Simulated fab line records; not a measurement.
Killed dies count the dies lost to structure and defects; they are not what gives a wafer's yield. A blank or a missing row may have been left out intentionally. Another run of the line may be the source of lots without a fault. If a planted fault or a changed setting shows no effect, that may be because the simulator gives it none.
fab line records -- flow sfqLine -- part 1 of 2: steps 1 to 23 of 31
record lots=5, wafers=15, lastDay=91
route steps=325 shown M4@152 I4@163 JJ@178
lots that met no fault: taken from a fault-free run of the same line
startH: start of the lot's first displayed wafer, in hours after the record's first day -- waitH: how many hours have passed since the lot's step before this one -- " identical to the entry in the row above -- L1.1+2: one row covering several wafers at once -- - no value, or no start was given -- * or withheld: withheld -- < > ~ a bound
route shown NAME@n: NAME is a module with steps in the file, n the number in the route of the first one -- usual: average and standard deviation across the fault-free wafers -- same: alike in all rows -- chamber/n: place in a boat -- sites: per-site readings -- _std_site: how widely they spread, as a standard deviation -- _edge_site: the outer-site mean with the inner-site mean subtracted -- radiusMm: for every site, how far away it sits from the centre of the wafer -- mask NAME#n: copy n -- behind: the last tool/chamber to shape the wafer -- hold: what put the lot on hold/how long, in hours/how the hold closed -- device: the n, p or np transistor that did not switch -- end of line: tests run on the same wafers once the route is complete -- step lacking rows: just its recipe -- killed: at the first sort, the dies lost to defects and structure; wafer yield is something else -- map: a wafer's dies, marking killed ones x, the rest . and places with no die _
set.NAME: the setting the step ran with; set.NAME@STEP: the setting that earlier step ran with -- model.NAME: the simulator's own value behind a step, which no gauge read
lots at some steps of the route; a table a step, a row a wafer
services: a tool's chamber out of use, with start hour (startH, from the record's first day; less than 0 if before it), hours out, and reason
## steps
# step SFQ_TRILAYER_M4_LITHO_COAT_098
# recipe resist=BARC, spinRpm=3000, resistThkNm=62
# usual resistLineTempC=22.99/0.12
lot.wafer,tool,chamber,startH,waitH,resistLineTempC
L075.2,lithoTrack-03,0,1015.97,0.1,23.03
L075.3,lithoTrack-03,0,1015.97,0.1,23.15
L075.5,lithoTrack-03,0,1015.97,0.1,23.09
L084.1,lithoTrack-04,0,1096.95,0.1,22.78
L084.2,lithoTrack-04,0,1096.95,0.1,22.86
L084.3,lithoTrack-04,0,1096.95,0.1,22.88
L087.1,lithoTrack-03,0,1120.98,0.1,23.13
L087.2,lithoTrack-03,0,1120.98,0.1,23.10
L087.4,lithoTrack-03,0,1120.98,0.1,23.14
L088.3,lithoTrack-04,0,1130.67,0.1,22.96
L088.5,lithoTrack-04,0,1130.67,0.1,23.00
L088.6,lithoTrack-04,0,1130.67,0.1,23.03
L090.2,lithoTrack-03,0,1142.44,0.1,22.90
L090.3,lithoTrack-03,0,1142.44,0.1,22.96
L090.5,lithoTrack-03,0,1142.44,0.1,23.15
# step SFQ_TRILAYER_M4_LITHO_COAT_093
# recipe resist=KrF, spinRpm=3000, resistThkNm=600
# usual resistLineTempC=23.00/0.1
lot.wafer,tool,chamber,startH,waitH,resistLineTempC
L075.2,lithoTrack-03,0,1016.27,0.2,23.06
L075.3,lithoTrack-03,0,1016.27,0.2,22.92
L075.5,lithoTrack-03,0,1016.27,0.2,23.11
L084.1,lithoTrack-04,0,1097.25,0.2,22.85
L084.2,lithoTrack-04,0,1097.25,0.2,23.03
L084.3,lithoTrack-04,0,1097.25,0.2,23.04
L087.1,lithoTrack-03,0,1121.28,0.2,23.10
L087.2,lithoTrack-03,0,1121.28,0.2,23.03
L087.4,lithoTrack-03,0,1121.28,0.2,22.97
L088.3,lithoTrack-04,0,1130.97,0.2,23.15
L088.5,lithoTrack-04,0,1130.97,0.2,23.18
L088.6,lithoTrack-04,0,1130.97,0.2,23.19
L090.2,lithoTrack-03,0,1142.74,0.2,23.00
L090.3,lithoTrack-03,0,1142.74,0.2,23.01
L090.5,lithoTrack-03,0,1142.74,0.2,23.10
# step SFQ_TRILAYER_M4_LITHO_SOFTBAKE_097
# recipe tempC=withheld, timeS=withheld, resist=KrF
# usual resistLineTempC=*
lot.wafer,tool,chamber,startH,waitH,resistLineTempC
L075.2,lithoTrack-03,0,1016.55,0.2,*
L075.3,lithoTrack-03,0,1016.55,0.2,*
L075.5,lithoTrack-03,0,1016.55,0.2,*
L084.1,lithoTrack-04,0,1097.55,0.2,*
L084.2,lithoTrack-04,0,1097.55,0.2,*
L084.3,lithoTrack-04,0,1097.55,0.2,*
L087.1,lithoTrack-03,0,1121.58,0.2,*
L087.2,lithoTrack-03,0,1121.58,0.2,*
L087.4,lithoTrack-03,0,1121.58,0.2,*
L088.3,lithoTrack-04,0,1131.22,0.2,*
L088.5,lithoTrack-04,0,1131.22,0.2,*
L088.6,lithoTrack-04,0,1131.22,0.2,*
L090.2,lithoTrack-03,0,1143.01,0.2,*
L090.3,lithoTrack-03,0,1143.01,0.2,*
L090.5,lithoTrack-03,0,1143.01,0.2,*
# step SFQ_TRILAYER_M4_LITHO_EXPOSE_094
# recipe maskId=M4, na=0.6, sourceShape=conventional, sigmaOuter=0.65, targetCdNm=500, doseMj=14.4
# usual exposureDoseMJCm2=14.398/0.013, reticleTempC=23.01/0.098
lot.wafer,tool,chamber,startH,waitH,mask,exposureDoseMJCm2,reticleTempC
L075.2,krfScanner-01,0,1017.62,-,M4#0,14.408,23.02
L075.3,krfScanner-01,0,1017.62,-,M4#0,14.393,23.15
L075.5,krfScanner-01,0,1017.62,-,M4#0,14.398,22.93
L084.1,krfScanner-01,0,1105.62,-,M4#0,14.394,22.87
L084.2,krfScanner-01,0,1105.62,-,M4#0,14.399,22.90
L084.3,krfScanner-01,0,1105.62,-,M4#0,14.400,22.85
L087.1,krfScanner-01,0,1121.73,-,M4#0,14.355,23.12
L087.2,krfScanner-01,0,1121.73,-,M4#0,14.401,23.17
L087.4,krfScanner-01,0,1121.73,-,M4#0,14.387,22.96
L088.3,krfScanner-02,0,1131.85,-,M4#0,14.390,23.18
L088.5,krfScanner-02,0,1131.85,-,M4#0,14.389,23.10
L088.6,krfScanner-02,0,1131.85,-,M4#0,14.405,23.01
L090.2,krfScanner-02,0,1143.34,-,M4#0,14.406,22.97
L090.3,krfScanner-02,0,1143.34,-,M4#0,14.398,22.92
L090.5,krfScanner-02,0,1143.34,-,M4#0,14.417,22.92
# step SFQ_TRILAYER_M4_LITHO_PEB_096
# recipe pebTempC=115, pebTimeS=60, resist=KrF
# usual plateTempC=115.01/0.13, resistLineTempC=23.00/0.11
lot.wafer,tool,chamber,startH,waitH,plateTempC,resistLineTempC
L075.2,lithoTrack-04,0,1018.64,0.8,115.11,22.90
L075.3,lithoTrack-04,0,1018.64,0.8,114.79,23.07
L075.5,lithoTrack-04,0,1018.64,0.8,114.96,22.88
L084.1,lithoTrack-02,0,1106.82,1.0,114.94,22.96
L084.2,lithoTrack-02,0,1106.82,1.0,115.01,23.00
L084.3,lithoTrack-02,0,1106.82,1.0,114.96,23.04
L087.1,lithoTrack-02,0,1122.93,1.0,115.05,23.15
L087.2,lithoTrack-02,0,1122.93,1.0,114.71,22.88
L087.4,lithoTrack-02,0,1122.93,1.0,115.02,22.94
L088.3,lithoTrack-03,0,1132.70,0.7,115.17,23.22
L088.5,lithoTrack-03,0,1132.70,0.7,114.97,23.21
L088.6,lithoTrack-03,0,1132.70,0.7,114.86,23.13
L090.2,lithoTrack-04,0,1144.36,0.8,115.05,23.14
L090.3,lithoTrack-04,0,1144.36,0.8,114.94,23.06
L090.5,lithoTrack-04,0,1144.36,0.8,114.86,23.13
# step SFQ_TRILAYER_M4_LITHO_DEVELOP_095
# recipe timeS=60, resist=KrF
# usual resistLineTempC=23.00/0.1
lot.wafer,tool,chamber,startH,waitH,resistLineTempC
L075.2,lithoTrack-04,0,1018.79,0.1,22.93
L075.3,lithoTrack-04,0,1018.79,0.1,22.86
L075.5,lithoTrack-04,0,1018.79,0.1,23.03
L084.1,lithoTrack-02,0,1106.97,0.1,22.96
L084.2,lithoTrack-02,0,1106.97,0.1,22.85
L084.3,lithoTrack-02,0,1106.97,0.1,23.07
L087.1,lithoTrack-02,0,1123.08,0.1,22.95
L087.2,lithoTrack-02,0,1123.08,0.1,22.95
L087.4,lithoTrack-02,0,1123.08,0.1,22.87
L088.3,lithoTrack-03,0,1132.85,0.1,23.01
L088.5,lithoTrack-03,0,1132.85,0.1,22.78
L088.6,lithoTrack-03,0,1132.85,0.1,22.90
L090.2,lithoTrack-04,0,1144.51,0.1,22.91
L090.3,lithoTrack-04,0,1144.51,0.1,23.04
L090.5,lithoTrack-04,0,1144.51,0.1,23.10
# step SFQ_M4_OVL_MEAS_926
# usual M4_OVL=3/8.5
lot.wafer,tool,chamber,startH,waitH,M4_OVL[nm]
L075.2,overlay-02,-,1018.92,0.1,13
L075.3,overlay-02,-,1018.92,0.1,13
L075.5,overlay-02,-,1018.92,0.1,11
L084.1,overlay-02,-,1107.12,0.1,10
L084.2,overlay-02,-,1107.12,0.1,6
L084.3,overlay-02,-,1107.12,0.1,19
L087.1,overlay-02,-,1123.23,0.1,13
L087.2,overlay-02,-,1123.23,0.1,13
L087.4,overlay-02,-,1123.23,0.1,13
L088.3,overlay-01,-,1132.96,0.1,5
L088.5,overlay-01,-,1132.96,0.1,2
L088.6,overlay-01,-,1132.96,0.1,5
L090.2,overlay-01,-,1144.64,0.1,-8
L090.3,overlay-01,-,1144.64,0.1,-2
L090.5,overlay-01,-,1144.64,0.1,0
# step SFQ_TRILAYER_M4_BARC_OPEN_METAL_ETCH_123
# recipe maskMaterial=PR, chemistry=O2, targetDepthNm=125, target=BARC, icpW=600, biasW=80, pressureMtorr=10, timeS=41.7
# usual drypumpMotorCurrentA=5.5/0.49, oesProductAu=0.685/0.005
lot.wafer,tool,chamber,startH,waitH,drypumpMotorCurrentA,oesProductAu,rfHoursCounterH
L075.2,rieMetal-01,0,1018.97,0.0,5.8,0.672,-
L075.3,rieMetal-01,0,1018.97,0.0,5.8,0.680,-
L075.5,rieMetal-01,0,1018.97,0.0,5.8,0.691,-
L084.1,rieMetal-03,1,1107.15,0.0,4.9,0.687,82
L084.2,rieMetal-03,0,1107.15,0.0,5.6,0.687,71
L084.3,rieMetal-03,1,1107.15,0.0,4.9,0.680,-
L087.1,rieMetal-04,0,1123.27,0.0,5.0,0.687,24
L087.2,rieMetal-04,1,1123.27,0.0,6.2,0.693,134
L087.4,rieMetal-04,0,1123.27,0.0,5.0,0.683,-
L088.3,rieMetal-03,0,1133.01,0.0,5.7,0.688,-
L088.5,rieMetal-03,0,1133.01,0.0,5.6,0.689,-
L088.6,rieMetal-03,1,1133.01,0.0,4.9,0.690,-
L090.2,rieMetal-01,1,1144.67,0.0,5.0,0.689,16
L090.3,rieMetal-01,0,1144.67,0.0,5.9,0.691,-
L090.5,rieMetal-01,1,1144.67,0.0,5.0,0.691,-
# step SFQ_TRILAYER_M4_ETCH_METAL_ETCH_096
# recipe target=Nb, stopOn=SiO2, maskMaterial=PR, chemistry=Cl2/Ar, targetDepthNm=240, icpW=600, biasW=80, pressureMtorr=10, timeS=120
# usual drypumpMotorCurrentA=5.5/0.48, oesProductAu=0.894/0.0082
lot.wafer,tool,chamber,startH,waitH,drypumpMotorCurrentA,oesProductAu,rfHoursCounterH
L075.2,rieMetal-01,0,1019.11,0.1,5.8,0.895,-
L075.3,rieMetal-01,0,1019.11,0.1,5.8,0.888,-
L075.5,rieMetal-01,0,1019.11,0.1,5.8,0.883,-
L084.1,rieMetal-03,1,1107.23,0.1,5.0,0.902,82
L084.2,rieMetal-03,0,1107.23,0.1,5.6,0.903,71
L084.3,rieMetal-03,1,1107.23,0.1,4.9,0.905,-
L087.1,rieMetal-04,0,1123.33,0.0,5.0,0.899,24
L087.2,rieMetal-04,1,1123.33,0.0,6.2,0.891,134
L087.4,rieMetal-04,0,1123.33,0.0,5.0,0.912,-
L088.3,rieMetal-03,0,1133.09,0.1,5.6,0.898,-
L088.5,rieMetal-03,0,1133.09,0.1,5.6,0.906,-
L088.6,rieMetal-03,1,1133.09,0.1,4.9,0.904,-
L090.2,rieMetal-01,1,1144.73,0.0,5.0,0.896,16
L090.3,rieMetal-01,0,1144.73,0.0,5.8,0.897,-
L090.5,rieMetal-01,1,1144.73,0.0,5.0,0.905,-
# step SFQ_TRILAYER_M4_STRIP_STRIP_097
# recipe gas=O2, powerW=200, platenTempC=40, overashFraction=0.65, chemistry=O2, pressureMtorr=50
# usual drypumpMotorCurrentA=5.5/0.48, oesProductAu=1.001/0.0074, platenTempC=40.01/0.11
# same overashFraction=0.65
lot.wafer,tool,chamber,startH,waitH,drypumpMotorCurrentA,oesProductAu,platenTempC,rfHoursCounterH
L075.2,rieMetal-01,0,1019.52,0.4,5.9,1.006,39.86,-
L075.3,rieMetal-01,0,1019.52,0.4,5.9,0.995,40.01,-
L075.5,rieMetal-01,0,1019.52,0.4,5.8,1.004,39.91,-
L084.1,rieMetal-03,1,1107.40,0.1,4.9,1.005,39.91,82
L084.2,rieMetal-03,0,1107.40,0.1,5.6,1.012,40.07,71
L084.3,rieMetal-03,1,1107.40,0.1,4.9,0.995,39.92,-
L087.1,rieMetal-04,0,1123.45,0.1,5.0,1.004,40.13,25
L087.2,rieMetal-04,1,1123.45,0.1,6.2,0.997,39.82,134
L087.4,rieMetal-04,0,1123.45,0.1,5.0,1.003,39.91,-
L088.3,rieMetal-03,0,1133.37,0.2,5.7,1.007,39.91,-
L088.5,rieMetal-03,0,1133.37,0.2,5.7,1.011,39.96,-
L088.6,rieMetal-03,1,1133.37,0.2,4.9,1.011,40.03,-
L090.2,rieMetal-01,1,1144.86,0.1,5.0,0.991,40.03,16
L090.3,rieMetal-01,0,1144.86,0.1,5.8,0.992,40.21,-
L090.5,rieMetal-01,1,1144.86,0.1,5.0,0.998,40.01,-
# step SFQ_TRILAYER_M4_STRIP_SOLV_CLEAN_098
# recipe chemistry=NMP, tempC=70, timeS=600
lot.wafer,tool,chamber,startH,waitH
L075.2+3+5,wetBench-01,"2,5,3",1020.52,0.8
L084.1+2+3,wetBench-04,"2,6,3",1108.20,0.5
L087.1+2+4,wetBench-02,"7,0,5",1124.05,0.4
L088.3+5+6,wetBench-01,"1,7,5",1133.77,0.2
L090.2+3+5,wetBench-04,"1,0,2",1145.46,0.4
# step SFQ_TRILAYER_I4_DEP_PECVD_099
# recipe material=SiO2, tempC=150, timeS=111.11, pressureTorr=2.4, rfW=183.3, precursor=SiH4/N2O, targetThkNm=500
# usual heaterPowerW=84/13, throttleValvePct=25.0/1.6
lot.wafer,tool,chamber,startH,waitH,heaterPowerW,throttleValvePct
L075.2,pecvd-02,0,1020.87,0.0,82,27.6
L075.3,pecvd-02,1,1020.87,0.0,82,26.7
L075.5,pecvd-02,2,1020.87,0.0,94,25.7
L084.1,pecvd-01,1,1108.39,0.0,77,22.4
L084.2,pecvd-01,0,1108.39,0.0,87,24.5
L084.3,pecvd-01,2,1108.39,0.0,120,22.4
L087.1,pecvd-03,1,1124.23,0.0,78,24.7
L087.2,pecvd-03,0,1124.23,0.0,87,24.6
L087.4,pecvd-03,2,1124.23,0.0,69,25.3
L088.3,pecvd-02,1,1133.95,0.0,87,26.5
L088.5,pecvd-02,1,1133.95,0.0,90,26.8
L088.6,pecvd-02,2,1133.95,0.0,89,25.6
L090.2,pecvd-01,0,1145.63,0.0,89,24.5
L090.3,pecvd-01,1,1145.63,0.0,71,22.4
L090.5,pecvd-01,2,1145.63,0.0,117,22.5
# step SFQ_TRILAYER_I4_CMP_CMP_100
# recipe material=SiO2, downForcePsi=3, platenRpm=60, padVelocityMS=0.94248
# usual headPressurePsi=3.000/0.0065, motorCurrentA=10.2/1.4, timeToEndpointS=213/6.7
lot.wafer,tool,chamber,startH,waitH,headPressurePsi,motorCurrentA,timeToEndpointS
L075.2,cmp-02,3,1021.95,1.0,3.003,9.4,213
L075.3,cmp-02,0,1021.95,1.0,3.002,10.4,211
L075.5,cmp-02,2,1023.45,2.5,3.007,11.8,219
L084.1,cmp-01,0,1133.25,24.8,3.000,13.0,203
L084.3,cmp-01,1,1133.25,24.8,3.001,7.9,216
L084.2,cmp-01,2,1133.25,24.8,2.996,10.3,200
L087.4,cmp-01,0,1144.75,20.4,2.986,12.5,214
L087.1,cmp-01,1,1144.75,20.4,3.008,7.3,217
L087.2,cmp-01,3,1146.25,22.0,3.006,10.5,212
L088.3,cmp-01,3,1150.75,16.8,3.003,10.3,202
L088.5,cmp-01,3,1152.75,18.7,3.002,10.1,206
L088.6,cmp-01,0,1152.75,18.7,3.007,12.7,204
L090.3,cmp-02,2,1160.33,14.7,2.989,11.2,221
L090.2,cmp-02,0,1161.33,15.7,2.997,10.1,215
L090.5,cmp-02,3,1162.83,17.1,3.007,8.7,215
# step SFQ_I4_BOW_MEAS_927
# recipe mode=bow
# usual I4_BOW=4/7.3
lot.wafer,tool,chamber,startH,waitH,I4_BOW[um]
L075.2,filmMetro-03,-,1023.97,1.5,-11
L075.3,filmMetro-03,-,1023.97,1.5,-1
L075.5,filmMetro-03,-,1023.97,1.5,-11
L084.1,filmMetro-01,-,1135.75,2.0,1
L084.2,filmMetro-01,-,1135.75,2.0,8
L084.3,filmMetro-01,-,1135.75,2.0,-1
L087.1,filmMetro-02,-,1147.75,2.0,11
L087.2,filmMetro-02,-,1147.75,2.0,6
L087.4,filmMetro-02,-,1147.75,2.0,2
L088.3,filmMetro-03,-,1153.79,2.5,8
L088.5,filmMetro-03,-,1153.79,2.5,1
L088.6,filmMetro-03,-,1153.79,2.5,6
L090.2,filmMetro-01,-,1163.35,1.5,12
L090.3,filmMetro-01,-,1163.35,1.5,22
L090.5,filmMetro-01,-,1163.35,1.5,17
# step SFQ_TRILAYER_I4_METRO_MEASURE_101
# usual thkNm=200.2/1.1
lot.wafer,tool,chamber,startH,waitH,thkNm
L075.2,filmMetro-03,-,1024.27,0.3,200.2
L075.3,filmMetro-03,-,1024.27,0.3,199.9
L075.5,filmMetro-03,-,1024.27,0.3,200.2
L084.1,filmMetro-01,-,1135.87,0.1,199.5
L084.2,filmMetro-01,-,1135.87,0.1,199.3
L084.3,filmMetro-01,-,1135.87,0.1,201.9
L087.1,filmMetro-02,-,1147.87,0.1,200.6
L087.2,filmMetro-02,-,1147.87,0.1,198.9
L087.4,filmMetro-02,-,1147.87,0.1,198.5
L088.3,filmMetro-03,-,1154.27,0.5,198.3
L088.5,filmMetro-03,-,1154.27,0.5,198.9
L088.6,filmMetro-03,-,1154.27,0.5,198.4
L090.2,filmMetro-01,-,1163.65,0.3,200.4
L090.3,filmMetro-01,-,1163.65,0.3,201.4
L090.5,filmMetro-01,-,1163.65,0.3,200.7
# step SFQ_TRILAYER_I4_VIA_LITHO_COAT_108
# recipe resist=BARC, spinRpm=3000, resistThkNm=62
# usual resistLineTempC=22.99/0.095
lot.wafer,tool,chamber,startH,waitH,resistLineTempC
L075.2,lithoTrack-03,0,1025.32,0.8,22.97
L075.3,lithoTrack-03,0,1025.32,0.8,22.94
L075.5,lithoTrack-03,0,1025.32,0.8,23.04
L084.1,lithoTrack-03,0,1137.07,1.0,23.02
L084.2,lithoTrack-03,0,1137.07,1.0,23.10
L084.3,lithoTrack-03,0,1137.07,1.0,22.94
L087.1,lithoTrack-03,0,1149.07,1.0,22.88
L087.2,lithoTrack-03,0,1149.07,1.0,22.86
L087.4,lithoTrack-03,0,1149.07,1.0,22.99
L088.3,lithoTrack-03,0,1155.17,0.7,23.06
L088.5,lithoTrack-03,0,1155.17,0.7,22.95
L088.6,lithoTrack-03,0,1155.17,0.7,23.01
L090.2,lithoTrack-04,0,1164.70,0.8,23.04
L090.3,lithoTrack-04,0,1164.70,0.8,22.94
L090.5,lithoTrack-04,0,1164.70,0.8,22.93
# step SFQ_TRILAYER_I4_VIA_LITHO_COAT_103
# recipe resist=KrF, spinRpm=3000, resistThkNm=650
# usual resistLineTempC=23.00/0.092
lot.wafer,tool,chamber,startH,waitH,resistLineTempC
L075.2,lithoTrack-03,0,1025.62,0.2,23.14
L075.3,lithoTrack-03,0,1025.62,0.2,23.12
L075.5,lithoTrack-03,0,1025.62,0.2,23.05
L084.1,lithoTrack-03,0,1137.37,0.2,22.95
L084.2,lithoTrack-03,0,1137.37,0.2,22.75
L084.3,lithoTrack-03,0,1137.37,0.2,22.99
L087.1,lithoTrack-03,0,1149.37,0.2,23.12
L087.2,lithoTrack-03,0,1149.37,0.2,23.04
L087.4,lithoTrack-03,0,1149.37,0.2,23.05
L088.3,lithoTrack-03,0,1155.47,0.2,23.04
L088.5,lithoTrack-03,0,1155.47,0.2,23.09
L088.6,lithoTrack-03,0,1155.47,0.2,23.08
L090.2,lithoTrack-04,0,1165.00,0.2,22.89
L090.3,lithoTrack-04,0,1165.00,0.2,22.88
L090.5,lithoTrack-04,0,1165.00,0.2,22.91
# step SFQ_TRILAYER_I4_VIA_LITHO_SOFTBAKE_107
# recipe tempC=withheld, timeS=withheld, resist=KrF
# usual resistLineTempC=*
lot.wafer,tool,chamber,startH,waitH,resistLineTempC
L075.2,lithoTrack-03,0,1025.90,0.2,*
L075.3,lithoTrack-03,0,1025.90,0.2,*
L075.5,lithoTrack-03,0,1025.90,0.2,*
L084.1,lithoTrack-03,0,1137.67,0.2,*
L084.2,lithoTrack-03,0,1137.67,0.2,*
L084.3,lithoTrack-03,0,1137.67,0.2,*
L087.1,lithoTrack-03,0,1149.67,0.2,*
L087.2,lithoTrack-03,0,1149.67,0.2,*
L087.4,lithoTrack-03,0,1149.67,0.2,*
L088.3,lithoTrack-03,0,1155.72,0.2,*
L088.5,lithoTrack-03,0,1155.72,0.2,*
L088.6,lithoTrack-03,0,1155.72,0.2,*
L090.2,lithoTrack-04,0,1165.28,0.2,*
L090.3,lithoTrack-04,0,1165.28,0.2,*
L090.5,lithoTrack-04,0,1165.28,0.2,*
# step SFQ_TRILAYER_I4_VIA_LITHO_EXPOSE_104
# recipe maskId=I4, na=0.6, sourceShape=conventional, sigmaOuter=0.65, targetCdNm=700, doseMj=21.3
# usual exposureDoseMJCm2=21.299/0.021, reticleTempC=23.01/0.1
lot.wafer,tool,chamber,startH,waitH,mask,exposureDoseMJCm2,reticleTempC
L075.2,krfScanner-02,0,1026.35,-,I4#0,21.284,23.18
L075.3,krfScanner-02,0,1026.35,-,I4#0,21.275,22.95
L075.5,krfScanner-02,0,1026.35,-,I4#0,21.294,22.99
L084.1,krfScanner-01,0,1266.08,-,I4#0,21.283,23.16
L084.2,krfScanner-01,0,1266.08,-,I4#0,21.325,22.94
L084.3,krfScanner-01,0,1266.08,-,I4#0,21.258,22.86
L087.1,krfScanner-01,0,1279.28,-,I4#0,21.289,22.96
L087.2,krfScanner-01,0,1279.28,-,I4#0,21.298,22.86
L087.4,krfScanner-01,0,1279.28,-,I4#0,21.304,23.04
L088.3,krfScanner-01,0,1285.68,-,I4#0,21.300,22.90
L088.5,krfScanner-01,0,1285.68,-,I4#0,21.323,23.00
L088.6,krfScanner-01,0,1285.68,-,I4#0,21.319,22.88
L090.2,krfScanner-02,0,1297.23,-,I4#0,21.306,23.09
L090.3,krfScanner-02,0,1297.23,-,I4#0,21.302,23.13
L090.5,krfScanner-02,0,1297.23,-,I4#0,21.288,23.00
# step SFQ_TRILAYER_I4_VIA_LITHO_PEB_106
# recipe pebTempC=115, pebTimeS=60, resist=KrF
# usual plateTempC=115.01/0.13, resistLineTempC=23.01/0.093
lot.wafer,tool,chamber,startH,waitH,plateTempC,resistLineTempC
L075.2,lithoTrack-03,0,1027.37,0.8,115.31,22.98
L075.3,lithoTrack-03,0,1027.37,0.8,115.06,22.91
L075.5,lithoTrack-03,0,1027.37,0.8,115.18,23.06
L084.1,lithoTrack-04,0,1267.28,1.0,115.19,22.83
L084.2,lithoTrack-04,0,1267.28,1.0,115.13,22.90
L084.3,lithoTrack-04,0,1267.28,1.0,115.25,23.01
L087.1,lithoTrack-01,0,1280.48,1.0,114.96,22.92
L087.2,lithoTrack-01,0,1280.48,1.0,114.82,22.89
L087.4,lithoTrack-01,0,1280.48,1.0,115.05,23.09
L088.3,lithoTrack-01,0,1286.53,0.7,115.01,23.03
L088.5,lithoTrack-01,0,1286.53,0.7,114.90,22.99
L088.6,lithoTrack-01,0,1286.53,0.7,114.99,23.04
L090.2,lithoTrack-01,0,1298.26,0.8,114.82,23.06
L090.3,lithoTrack-01,0,1298.26,0.8,114.94,22.85
L090.5,lithoTrack-01,0,1298.26,0.8,114.97,23.01
# step SFQ_TRILAYER_I4_VIA_LITHO_DEVELOP_105
# recipe timeS=60, resist=KrF
# usual resistLineTempC=23.01/0.1
lot.wafer,tool,chamber,startH,waitH,resistLineTempC
L075.2,lithoTrack-03,0,1027.52,0.1,22.97
L075.3,lithoTrack-03,0,1027.52,0.1,23.14
L075.5,lithoTrack-03,0,1027.52,0.1,22.98
L084.1,lithoTrack-04,0,1267.43,0.1,23.01
L084.2,lithoTrack-04,0,1267.43,0.1,23.03
L084.3,lithoTrack-04,0,1267.43,0.1,22.97
L087.1,lithoTrack-01,0,1280.63,0.1,22.93
L087.2,lithoTrack-01,0,1280.63,0.1,22.98
L087.4,lithoTrack-01,0,1280.63,0.1,23.08
L088.3,lithoTrack-01,0,1286.68,0.1,22.89
L088.5,lithoTrack-01,0,1286.68,0.1,22.92
L088.6,lithoTrack-01,0,1286.68,0.1,22.80
L090.2,lithoTrack-01,0,1298.41,0.1,22.94
L090.3,lithoTrack-01,0,1298.41,0.1,23.23
L090.5,lithoTrack-01,0,1298.41,0.1,23.09
# step SFQ_I4_OVL_MEAS_928
# usual I4_OVL=2/5
lot.wafer,tool,chamber,startH,waitH,I4_OVL[nm]
L075.2,overlay-02,-,1027.65,0.1,2
L075.3,overlay-02,-,1027.65,0.1,7
L075.5,overlay-02,-,1027.65,0.1,4
L084.1,overlay-02,-,1267.58,0.1,3
L084.2,overlay-02,-,1267.58,0.1,5
L084.3,overlay-02,-,1267.58,0.1,-3
L087.1,overlay-02,-,1280.78,0.1,-2
L087.2,overlay-02,-,1280.78,0.1,0
L087.4,overlay-02,-,1280.78,0.1,0
L088.3,overlay-02,-,1286.79,0.1,-7
L088.5,overlay-02,-,1286.79,0.1,-16
L088.6,overlay-02,-,1286.79,0.1,-9
L090.2,overlay-02,-,1298.54,0.1,-1
L090.3,overlay-02,-,1298.54,0.1,-5
L090.5,overlay-02,-,1298.54,0.1,-2
# step SFQ_TRILAYER_I4_VIA_BARC_OPEN_VIA_ETCH_146
# recipe maskMaterial=PR, chemistry=O2, targetDepthNm=125, target=BARC, sourceW=500, biasW=80, pressureMtorr=30, timeS=41.7
# usual drypumpMotorCurrentA=5.6/0.51, oesProductAu=0.685/0.0045
lot.wafer,tool,chamber,startH,waitH,drypumpMotorCurrentA,oesProductAu,rfHoursCounterH
L075.2,rieDiel-03,2,1027.68,0.0,5.6,0.685,6
L075.3,rieDiel-03,3,1027.68,0.0,4.9,0.684,10
L075.5,rieDiel-03,3,1027.68,0.0,4.9,0.686,-
L084.1,rieDiel-03,1,1267.61,0.0,5.6,0.686,15
L084.2,rieDiel-03,0,1267.61,0.0,4.8,0.688,15
L084.3,rieDiel-03,2,1267.61,0.0,5.6,0.682,9
L087.1,rieDiel-02,0,1280.81,0.0,5.9,0.687,9
L087.2,rieDiel-02,1,1280.81,0.0,5.4,0.684,5
L087.4,rieDiel-02,3,1280.81,0.0,6.4,0.679,16
L088.3,rieDiel-03,1,1286.81,0.0,5.6,0.674,15
L088.5,rieDiel-03,3,1286.81,0.0,4.9,0.686,-
L088.6,rieDiel-03,0,1286.81,0.0,4.8,0.681,-
L090.2,rieDiel-02,1,1298.57,0.0,5.4,0.684,5
L090.3,rieDiel-02,3,1298.57,0.0,6.4,0.681,17
L090.5,rieDiel-02,0,1298.57,0.0,5.9,0.667,-
